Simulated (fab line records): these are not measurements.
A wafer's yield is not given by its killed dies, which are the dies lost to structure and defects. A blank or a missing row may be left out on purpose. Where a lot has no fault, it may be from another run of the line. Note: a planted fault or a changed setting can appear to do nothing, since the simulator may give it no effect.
fab line records    flow sfqLine    part 1 of 2: steps 1 to 23 of 33
record: lots: 5  wafers: 15  lastDay: 88
route steps=325 shown INCOMING@1 L0@3 L0V@16 M0@28
lots that met no fault: from a run of the same line without faults
startH: start of the lot's first displayed wafer, in hours after the record's first day    waitH: hours elapsed since this lot's preceding step    " as in the row above    L1.1+2: several wafers, shown together as one row    - value missing, or start not given    * or withheld: withheld    < > ~ a bound
route shown NAME@n: names a module that has steps shown in the file, with the first one's number in the route    usual: mean/standard deviation of fault-free wafers    same: alike in all rows    chamber/n: place in a boat    sites: each site's reading    _std_site: standard deviation across them    _edge_site: inner sites' mean taken away from outer sites' mean    radiusMm: for every site, how far away it sits from the centre of the wafer    mask NAME#n: copy n    behind: the most recent tool/chamber to have shaped the wafer    hold: why the lot went on hold/how many hours it stayed there/how the hold came to an end    device: transistor that didn't switch, given as n, p or np    end of line: tests run on the same wafers once the route is complete    for a step that has no rows: nothing shown but its recipe    killed: dies lost to structure and defects at the first sort, not the wafer's yield    map: dies across one wafer; x = killed, . = not, _ = none there
set.NAME: the run value of the setting; set.NAME@STEP: its run value at that earlier step    model.NAME: the simulator's own value behind a step, which no gauge read
certain route steps with their lots: each step a table, each wafer a row
services: when a tool's chamber went out of use (startH, in hours from the record's first day, below 0 if earlier), for how many hours, and the reason
== steps ==
step: SFQ_INCOMING_BOW_MEAS_900
recipe: mode: bow
usual: INCOMING_BOW: 1/6.4
lot.wafer  tool          chamber  startH  waitH  INCOMING_BOW[um]
L078.3     filmMetro-03  -        30.04   -      11
L078.4     "             -        "       "      -14
L078.6     "             -        "       "      -7
L079.3     filmMetro-04  -        35.04   -      -7
L079.4     "             -        "       "      -8
L079.5     "             -        "       "      1
L086.2     filmMetro-03  -        70.02   -      0
L086.5     "             -        "       "      -6
L086.6     "             -        "       "      4
L087.1     filmMetro-01  -        75.00   -      -8
L087.2     "             -        "       "      6
L087.5     "             -        "       "      0
L092.2     filmMetro-04  -        100.02  -      4
L092.4     "             -        "       "      6
L092.6     "             -        "       "      0
step: SFQ_TRILAYER_INCOMING_OXIDATION_002
recipe: tempC: 1000  ambient: H2O  targetThkA: 5000  pH2oTorr: 720  oxTimeS: 4939
usual: spikeTcUpperC: 1000.1/1.1
lot.wafer  tool        chamber  startH  waitH  spikeTcUpperC
L078.3     furnace-02  0        30.12   0.1    999.4
L078.4     "           0        "       "      1000.5
L078.6     "           0        "       "      1002.2
L079.3     furnace-01  0        35.12   0.1    998.7
L079.4     "           0        "       "      1000.7
L079.5     "           0        "       "      999.5
L086.2     furnace-02  0        70.12   0.1    999.7
L086.5     "           0        "       "      1000.7
L086.6     "           0        "       "      1002.7
L087.1     furnace-02  0        75.12   0.1    999.2
L087.2     "           0        "       "      1001.5
L087.5     "           0        "       "      1001.2
L092.2     furnace-02  0        100.12  0.1    1000.5
L092.4     "           0        "       "      1001.8
L092.6     "           0        "       "      998.8
step: SFQ_TRILAYER_L0_DEP_SPUTTER_003
recipe: material: MoNx_KI  basePressurePa: 1.33e-06  targetThkNm: 40  powerW: 800  timeS: 100  chamberPressurePa: 0.4
usual: throttleValvePct: 29.7/0.64
lot.wafer  tool           chamber  startH  waitH  throttleValvePct
L078.3     pvdSputter-06  -        32.49   0.0    28.6
L078.4     "              -        "       "      29.6
L078.6     "              -        "       "      28.2
L079.3     pvdSputter-03  -        37.49   0.0    30.5
L079.4     "              -        "       "      29.9
L079.5     "              -        "       "      29.9
L086.2     pvdSputter-03  -        72.49   0.0    29.0
L086.5     "              -        "       "      30.5
L086.6     "              -        "       "      29.9
L087.1     pvdSputter-06  -        77.49   0.0    29.9
L087.2     "              -        "       "      28.8
L087.5     "              -        "       "      29.5
L092.2     pvdSputter-03  -        102.49  0.0    30.4
L092.4     "              -        "       "      29.0
L092.6     "              -        "       "      30.6
step: SFQ_L0_RS_MEAS_901
recipe: thkMeasGauge: four-point-probe  reads: MoNx_KI_of_TRILAYER_L0_DEP_SPUTTER_003
usual: L0_MONX_KI_RS: 43.5/0.47
lot.wafer  tool          chamber  startH  waitH  L0_MONX_KI_RS[ohm/sq]
L078.3     filmMetro-01  -        32.61   0.1    44.1
L078.4     "             -        "       "      43.3
L078.6     "             -        "       "      43.8
L079.3     filmMetro-01  -        37.60   0.1    43.6
L079.4     "             -        "       "      43.9
L079.5     "             -        "       "      43.7
L086.2     filmMetro-02  -        72.58   0.1    43.4
L086.5     "             -        "       "      43.6
L086.6     "             -        "       "      43.4
L087.1     filmMetro-02  -        77.56   0.0    43.5
L087.2     "             -        "       "      42.9
L087.5     "             -        "       "      42.8
L092.2     filmMetro-01  -        102.58  0.1    43.1
L092.4     "             -        "       "      43.1
L092.6     "             -        "       "      43.6
step: SFQ_L0_THK_MEAS_902
recipe: thkMeasGauge: xrf  reads: MoNx_KI_of_TRILAYER_L0_DEP_SPUTTER_003
usual: L0_MONX_KI_THK: 39.6/0.48
lot.wafer  tool          chamber  startH  waitH  L0_MONX_KI_THK[nm]
L078.3     filmMetro-01  -        32.71   0.1    39.2
L078.4     "             -        "       "      40.0
L078.6     "             -        "       "      39.4
L079.3     filmMetro-01  -        37.70   0.1    39.6
L079.4     "             -        "       "      38.9
L079.5     "             -        "       "      39.6
L086.2     filmMetro-02  -        72.69   0.1    39.5
L086.5     "             -        "       "      39.5
L086.6     "             -        "       "      39.6
L087.1     filmMetro-02  -        77.68   0.1    39.6
L087.2     "             -        "       "      40.0
L087.5     "             -        "       "      40.1
L092.2     filmMetro-01  -        102.69  0.1    40.6
L092.4     "             -        "       "      40.2
L092.6     "             -        "       "      40.0
step: SFQ_TRILAYER_L0_LITHO_COAT_010
recipe: resist: BARC  spinRpm: 3000  resistThkNm: 62
usual: resistLineTempC: 23.02/0.11
lot.wafer  tool           chamber  startH  waitH  resistLineTempC
L078.3     lithoTrack-04  0        32.85   0.1    22.92
L078.4     "              0        "       "      23.16
L078.6     "              0        "       "      23.10
L079.3     lithoTrack-02  0        37.84   0.1    22.88
L079.4     "              0        "       "      22.95
L079.5     "              0        "       "      22.87
L086.2     lithoTrack-02  0        72.79   0.1    23.11
L086.5     "              0        "       "      23.21
L086.6     "              0        "       "      23.01
L087.1     lithoTrack-02  0        77.74   0.1    22.92
L087.2     "              0        "       "      23.03
L087.5     "              0        "       "      22.96
L092.2     lithoTrack-02  0        102.79  0.1    22.97
L092.4     "              0        "       "      22.94
L092.6     "              0        "       "      22.96
step: SFQ_TRILAYER_L0_LITHO_COAT_005
recipe: resist: KrF  spinRpm: 3000  resistThkNm: 600
usual: resistLineTempC: 22.99/0.11
lot.wafer  tool           chamber  startH  waitH  resistLineTempC
L078.3     lithoTrack-04  0        33.15   0.2    23.20
L078.4     "              0        "       "      23.23
L078.6     "              0        "       "      23.31
L079.3     lithoTrack-02  0        38.14   0.2    22.94
L079.4     "              0        "       "      23.03
L079.5     "              0        "       "      22.88
L086.2     lithoTrack-02  0        73.09   0.2    23.08
L086.5     "              0        "       "      22.96
L086.6     "              0        "       "      23.08
L087.1     lithoTrack-02  0        78.04   0.2    23.06
L087.2     "              0        "       "      23.04
L087.5     "              0        "       "      23.00
L092.2     lithoTrack-02  0        103.09  0.2    22.96
L092.4     "              0        "       "      22.95
L092.6     "              0        "       "      23.02
step: SFQ_TRILAYER_L0_LITHO_SOFTBAKE_009
recipe: tempC: withheld  timeS: withheld  resist: KrF
usual: resistLineTempC: *
lot.wafer  tool           chamber  startH  waitH  resistLineTempC
L078.3     lithoTrack-04  0        33.40   0.2    *
L078.4     "              0        "       "      *
L078.6     "              0        "       "      *
L079.3     lithoTrack-02  0        38.39   0.2    *
L079.4     "              0        "       "      *
L079.5     "              0        "       "      *
L086.2     lithoTrack-02  0        73.37   0.2    *
L086.5     "              0        "       "      *
L086.6     "              0        "       "      *
L087.1     lithoTrack-02  0        78.34   0.2    *
L087.2     "              0        "       "      *
L087.5     "              0        "       "      *
L092.2     lithoTrack-02  0        103.37  0.2    *
L092.4     "              0        "       "      *
L092.6     "              0        "       "      *
step: SFQ_TRILAYER_L0_LITHO_EXPOSE_006
recipe: maskId: L0  na: 0.6  sourceShape: conventional  sigmaOuter: 0.65  targetCdNm: 2000  doseMj: 14.4
usual: stageVelMmS: 500.01/0.25
lot.wafer  tool           chamber  startH  waitH  mask  stageVelMmS
L078.3     krfScanner-01  0        106.57  -      L0#0  500.34
L078.4     "              0        "       "      L0#0  500.36
L078.6     "              0        "       "      L0#0  500.47
L079.3     krfScanner-01  0        111.37  -      L0#0  500.36
L079.4     "              0        "       "      L0#0  500.35
L079.5     "              0        "       "      L0#0  500.14
L086.2     krfScanner-01  0        144.77  -      L0#0  499.89
L086.5     "              0        "       "      L0#0  500.24
L086.6     "              0        "       "      L0#0  500.08
L087.1     krfScanner-01  0        149.37  -      L0#0  500.02
L087.2     "              0        "       "      L0#0  499.41
L087.5     "              0        "       "      L0#0  500.03
L092.2     krfScanner-02  0        183.19  -      L0#0  500.09
L092.4     "              0        "       "      L0#0  500.04
L092.6     "              0        "       "      L0#0  500.34
step: SFQ_TRILAYER_L0_LITHO_PEB_008
recipe: pebTempC: 115  pebTimeS: 60  resist: KrF
usual: resistLineTempC: 22.98/0.1
same: pebTimeS: 60
lot.wafer  tool           chamber  startH  waitH  resistLineTempC
L078.3     lithoTrack-02  0        107.42  0.7    22.93
L078.4     "              0        "       "      23.03
L078.6     "              0        "       "      22.93
L079.3     lithoTrack-04  0        112.22  0.7    23.11
L079.4     "              0        "       "      23.02
L079.5     "              0        "       "      22.94
L086.2     lithoTrack-04  0        145.79  0.8    22.96
L086.5     "              0        "       "      23.09
L086.6     "              0        "       "      23.06
L087.1     lithoTrack-02  0        150.57  1.0    22.79
L087.2     "              0        "       "      22.85
L087.5     "              0        "       "      23.15
L092.2     lithoTrack-03  0        184.21  0.8    22.92
L092.4     "              0        "       "      23.01
L092.6     "              0        "       "      22.93
step: SFQ_TRILAYER_L0_LITHO_DEVELOP_007
recipe: timeS: 60  resist: KrF
usual: resistLineTempC: 23.00/0.098
lot.wafer  tool           chamber  startH  waitH  resistLineTempC
L078.3     lithoTrack-02  0        107.57  0.1    23.03
L078.4     "              0        "       "      23.04
L078.6     "              0        "       "      23.03
L079.3     lithoTrack-04  0        112.37  0.1    22.96
L079.4     "              0        "       "      22.92
L079.5     "              0        "       "      23.00
L086.2     lithoTrack-04  0        145.94  0.1    23.01
L086.5     "              0        "       "      22.95
L086.6     "              0        "       "      22.98
L087.1     lithoTrack-02  0        150.72  0.1    22.90
L087.2     "              0        "       "      23.14
L087.5     "              0        "       "      22.87
L092.2     lithoTrack-03  0        184.36  0.1    22.87
L092.4     "              0        "       "      23.05
L092.6     "              0        "       "      23.04
step: SFQ_TRILAYER_L0_BARC_OPEN_METAL_ETCH_010
recipe: maskMaterial: PR  chemistry: O2  targetDepthNm: 125  target: BARC  icpW: 600  biasW: 80  pressureMtorr: 10  timeS: 41.7
usual: drypumpMotorCurrentA: 6.0/0.52  oesProductAu: 0.685/0.0041  rfFwdPowerW: 595.3/1.9
lot.wafer  tool         chamber  startH  waitH  drypumpMotorCurrentA  oesProductAu  rfFwdPowerW  rfHoursCounterH
L078.3     rieMetal-02  1        107.68  0.1    5.9                   0.690         599.6        -
L078.4     "            0        "       "      6.3                   0.693         594.6        -
L078.6     "            1        "       "      5.9                   0.679         596.1        -
L079.3     rieMetal-02  0        112.48  0.1    6.2                   0.688         594.0        -
L079.4     "            1        "       "      5.9                   0.689         597.5        -
L079.5     "            1        "       "      5.9                   0.684         596.5        -
L086.2     rieMetal-04  0        146.07  0.1    6.4                   0.682         600.0        25
L086.5     "            1        "       "      5.2                   0.689         594.8        -
L086.6     "            0        "       "      6.4                   0.689         595.1        -
L087.1     rieMetal-02  1        150.87  0.1    5.9                   0.683         595.9        210
L087.2     "            0        "       "      6.3                   0.677         597.1        52
L087.5     "            1        "       "      5.9                   0.686         597.1        -
L092.2     rieMetal-04  0        184.49  0.1    6.4                   0.678         598.2        33
L092.4     "            0        "       "      6.4                   0.686         596.6        -
L092.6     "            1        "       "      5.2                   0.688         596.9        -
step: SFQ_TRILAYER_L0_ETCH_METAL_ETCH_008
recipe: target: MoNx_KI  stopOn: SiO2  maskMaterial: PR  chemistry: SF6/O2  targetDepthNm: 50  icpW: 600  biasW: 80  pressureMtorr: 10  timeS: 25
usual: drypumpMotorCurrentA: 6.0/0.52  oesProductAu: 0.874/0.007  rfFwdPowerW: 593.6/2.2
lot.wafer  tool         chamber  startH  waitH  drypumpMotorCurrentA  oesProductAu  rfFwdPowerW  rfHoursCounterH
L078.3     rieMetal-02  1        107.74  0.0    5.9                   0.870         592.1        -
L078.4     "            0        "       "      6.3                   0.878         593.3        -
L078.6     "            1        "       "      5.9                   0.861         594.1        -
L079.3     rieMetal-02  0        112.54  0.0    6.2                   0.871         594.7        -
L079.4     "            1        "       "      5.9                   0.868         594.8        -
L079.5     "            1        "       "      5.9                   0.876         595.8        -
L086.2     rieMetal-04  0        146.12  0.0    6.4                   0.876         591.7        25
L086.5     "            1        "       "      5.2                   0.871         593.5        -
L086.6     "            0        "       "      6.4                   0.882         596.7        -
L087.1     rieMetal-02  1        150.92  0.0    5.9                   0.883         596.7        210
L087.2     "            0        "       "      6.2                   0.887         593.7        52
L087.5     "            1        "       "      5.9                   0.881         598.1        -
L092.2     rieMetal-04  0        184.55  0.0    6.4                   0.881         593.9        33
L092.4     "            0        "       "      6.4                   0.880         595.0        -
L092.6     "            1        "       "      5.1                   0.871         591.4        -
step: SFQ_TRILAYER_L0_STRIP_STRIP_009
recipe: gas: O2  powerW: 200  platenTempC: 40  overashFraction: 0.65  chemistry: O2  pressureMtorr: 50
usual: drypumpMotorCurrentA: 6.0/0.51  oesProductAu: 0.997/0.0084
lot.wafer  tool         chamber  startH  waitH  drypumpMotorCurrentA  oesProductAu  rfHoursCounterH
L078.3     rieMetal-02  1        107.97  0.2    5.9                   1.007         -
L078.4     "            0        "       "      6.2                   1.020         -
L078.6     "            1        "       "      5.9                   1.009         -
L079.3     rieMetal-02  0        112.77  0.2    6.2                   0.994         -
L079.4     "            1        "       "      5.9                   0.996         -
L079.5     "            1        "       "      5.9                   0.993         -
L086.2     rieMetal-04  0        146.17  0.0    6.4                   0.992         25
L086.5     "            1        "       "      5.2                   1.002         -
L086.6     "            0        "       "      6.4                   0.992         -
L087.1     rieMetal-02  1        150.97  0.0    5.9                   0.992         210
L087.2     "            0        "       "      6.2                   0.997         53
L087.5     "            1        "       "      5.9                   1.005         -
L092.2     rieMetal-04  0        184.59  0.0    6.4                   0.997         33
L092.4     "            0        "       "      6.4                   0.999         -
L092.6     "            1        "       "      5.2                   1.000         -
step: SFQ_TRILAYER_L0_STRIP_SOLV_CLEAN_010
recipe: chemistry: NMP  tempC: 70  timeS: 600
lot.wafer   tool         chamber  startH  waitH
L078.3+4+6  wetBench-01  5,6,2    108.37  0.2
L079.3+4+5  wetBench-01  7,0,2    113.17  0.2
L086.2+5+6  wetBench-02  6,2,5    146.77  0.4
L087.1+2+5  wetBench-02  6,0,5    151.57  0.4
L092.2+4+6  wetBench-01  1,7,6    185.19  0.4
step: SFQ_TRILAYER_L0_CAP_PECVD_011
recipe: material: SiO2  tempC: 150  timeS: 13.333  pressureTorr: 2.4  rfW: 183.3  precursor: SiH4/N2O  targetThkNm: 60
usual: heaterPowerW: 86/18  rfFwdPowerW: 179.6/1  throttleValvePct: 25.0/0.69
lot.wafer  tool      chamber  startH  waitH  heaterPowerW  rfFwdPowerW  throttleValvePct
L078.3     pecvd-01  2        108.55  0.0    59            178.9        25.6
L078.4     "         1        "       "      93            178.4        24.8
L078.6     "         2        "       "      60            179.3        25.3
L079.3     pecvd-02  2        113.35  0.0    83            178.2        24.9
L079.4     "         1        "       "      87            181.0        23.4
L079.5     "         2        "       "      83            178.1        24.8
L086.2     pecvd-03  1        146.95  0.0    113           181.7        25.7
L086.5     "         1        "       "      114           181.1        26.1
L086.6     "         2        "       "      71            179.3        24.8
L087.1     pecvd-03  2        151.75  0.0    66            180.2        25.1
L087.2     "         1        "       "      106           181.6        25.9
L087.5     "         1        "       "      106           181.7        25.7
L092.2     pecvd-01  2        185.39  0.0    61            178.3        25.6
L092.4     "         0        "       "      88            179.1        24.5
L092.6     "         2        "       "      62            178.5        25.9
step: SFQ_TRILAYER_L0_VIA_LITHO_COAT_018
recipe: resist: BARC  spinRpm: 3000  resistThkNm: 62
usual: resistLineTempC: 23.00/0.1
lot.wafer  tool           chamber  startH  waitH  resistLineTempC
L078.3     lithoTrack-04  0        108.67  0.1    22.99
L078.4     "              0        "       "      22.93
L078.6     "              0        "       "      22.91
L079.3     lithoTrack-02  0        113.50  0.1    22.83
L079.4     "              0        "       "      23.12
L079.5     "              0        "       "      22.99
L086.2     lithoTrack-02  0        147.03  0.1    22.89
L086.5     "              0        "       "      23.03
L086.6     "              0        "       "      23.00
L087.1     lithoTrack-04  0        151.78  0.0    22.98
L087.2     "              0        "       "      23.16
L087.5     "              0        "       "      23.19
L092.2     lithoTrack-02  0        185.64  0.2    23.08
L092.4     "              0        "       "      22.88
L092.6     "              0        "       "      22.93
step: SFQ_TRILAYER_L0_VIA_LITHO_COAT_013
recipe: resist: KrF  spinRpm: 3000  resistThkNm: 650
usual: resistLineTempC: 23.03/0.096
lot.wafer  tool           chamber  startH  waitH  resistLineTempC
L078.3     lithoTrack-04  0        108.97  0.2    22.96
L078.4     "              0        "       "      23.07
L078.6     "              0        "       "      23.05
L079.3     lithoTrack-02  0        113.80  0.2    22.82
L079.4     "              0        "       "      22.81
L079.5     "              0        "       "      23.03
L086.2     lithoTrack-02  0        147.33  0.2    23.06
L086.5     "              0        "       "      22.88
L086.6     "              0        "       "      23.23
L087.1     lithoTrack-04  0        152.08  0.2    22.89
L087.2     "              0        "       "      23.07
L087.5     "              0        "       "      23.02
L092.2     lithoTrack-02  0        185.94  0.2    22.92
L092.4     "              0        "       "      22.97
L092.6     "              0        "       "      23.22
step: SFQ_TRILAYER_L0_VIA_LITHO_SOFTBAKE_017
recipe: tempC: withheld  timeS: withheld  resist: KrF
usual: resistLineTempC: *
lot.wafer  tool           chamber  startH  waitH  resistLineTempC
L078.3     lithoTrack-04  0        109.22  0.2    *
L078.4     "              0        "       "      *
L078.6     "              0        "       "      *
L079.3     lithoTrack-02  0        114.05  0.2    *
L079.4     "              0        "       "      *
L079.5     "              0        "       "      *
L086.2     lithoTrack-02  0        147.61  0.2    *
L086.5     "              0        "       "      *
L086.6     "              0        "       "      *
L087.1     lithoTrack-04  0        152.38  0.2    *
L087.2     "              0        "       "      *
L087.5     "              0        "       "      *
L092.2     lithoTrack-02  0        186.21  0.2    *
L092.4     "              0        "       "      *
L092.6     "              0        "       "      *
step: SFQ_TRILAYER_L0_VIA_LITHO_EXPOSE_014
recipe: maskId: L0V  na: 0.6  sourceShape: conventional  sigmaOuter: 0.65  targetCdNm: 700  doseMj: 21.3
usual: stageVelMmS: 500.05/0.27
lot.wafer  tool           chamber  startH  waitH  mask   stageVelMmS
L078.3     krfScanner-02  0        189.39  -      L0V#0  500.22
L078.4     "              0        "       "      L0V#0  500.01
L078.6     "              0        "       "      L0V#0  500.10
L079.3     krfScanner-02  0        198.21  -      L0V#0  499.64
L079.4     "              0        "       "      L0V#0  500.02
L079.5     "              0        "       "      L0V#0  499.75
L086.2     krfScanner-02  0        229.31  -      L0V#0  499.96
L086.5     "              0        "       "      L0V#0  499.71
L086.6     "              0        "       "      L0V#0  500.03
L087.1     krfScanner-02  0        236.31  -      L0V#0  500.11
L087.2     "              0        "       "      L0V#0  500.08
L087.5     "              0        "       "      L0V#0  499.54
L092.2     krfScanner-02  0        277.11  -      L0V#0  499.68
L092.4     "              0        "       "      L0V#0  500.37
L092.6     "              0        "       "      L0V#0  499.56
step: SFQ_TRILAYER_L0_VIA_LITHO_PEB_016
recipe: pebTempC: 115  pebTimeS: 60  resist: KrF
usual: resistLineTempC: 23.00/0.13
same: pebTimeS: 60
lot.wafer  tool           chamber  startH  waitH  resistLineTempC
L078.3     lithoTrack-04  0        190.24  0.7    22.84
L078.4     "              0        "       "      22.95
L078.6     "              0        "       "      22.90
L079.3     lithoTrack-04  0        199.06  0.7    23.21
L079.4     "              0        "       "      23.15
L079.5     "              0        "       "      22.94
L086.2     lithoTrack-04  0        230.33  0.8    23.14
L086.5     "              0        "       "      23.08
L086.6     "              0        "       "      23.05
L087.1     lithoTrack-02  0        237.51  1.0    22.90
L087.2     "              0        "       "      23.04
L087.5     "              0        "       "      23.22
L092.2     lithoTrack-01  0        278.13  0.8    23.11
L092.4     "              0        "       "      23.11
L092.6     "              0        "       "      23.02
step: SFQ_TRILAYER_L0_VIA_LITHO_DEVELOP_015
recipe: timeS: 60  resist: KrF
usual: resistLineTempC: 23.00/0.099
lot.wafer  tool           chamber  startH  waitH  resistLineTempC
L078.3     lithoTrack-04  0        190.39  0.1    23.10
L078.4     "              0        "       "      22.96
L078.6     "              0        "       "      23.02
L079.3     lithoTrack-04  0        199.21  0.1    23.11
L079.4     "              0        "       "      23.09
L079.5     "              0        "       "      23.13
L086.2     lithoTrack-04  0        230.48  0.1    22.95
L086.5     "              0        "       "      23.06
L086.6     "              0        "       "      23.07
L087.1     lithoTrack-02  0        237.66  0.1    22.99
L087.2     "              0        "       "      23.09
L087.5     "              0        "       "      22.84
L092.2     lithoTrack-01  0        278.28  0.1    22.91
L092.4     "              0        "       "      23.00
L092.6     "              0        "       "      22.88
step: SFQ_L0V_OVL_MEAS_903
usual: L0V_OVL: -1/4.9
lot.wafer  tool        chamber  startH  waitH  L0V_OVL[nm]
L078.3     overlay-02  -        190.50  0.1    5
L078.4     "           -        "       "      3
L078.6     "           -        "       "      3
L079.3     overlay-02  -        199.32  0.1    3
L079.4     "           -        "       "      -3
L079.5     "           -        "       "      2
L086.2     overlay-01  -        230.62  0.1    1
L086.5     "           -        "       "      -7
L086.6     "           -        "       "      -2
L087.1     overlay-01  -        237.81  0.1    1
L087.2     "           -        "       "      4
L087.5     "           -        "       "      4
L092.2     overlay-02  -        278.42  0.1    -3
L092.4     "           -        "       "      -4
L092.6     "           -        "       "      -4
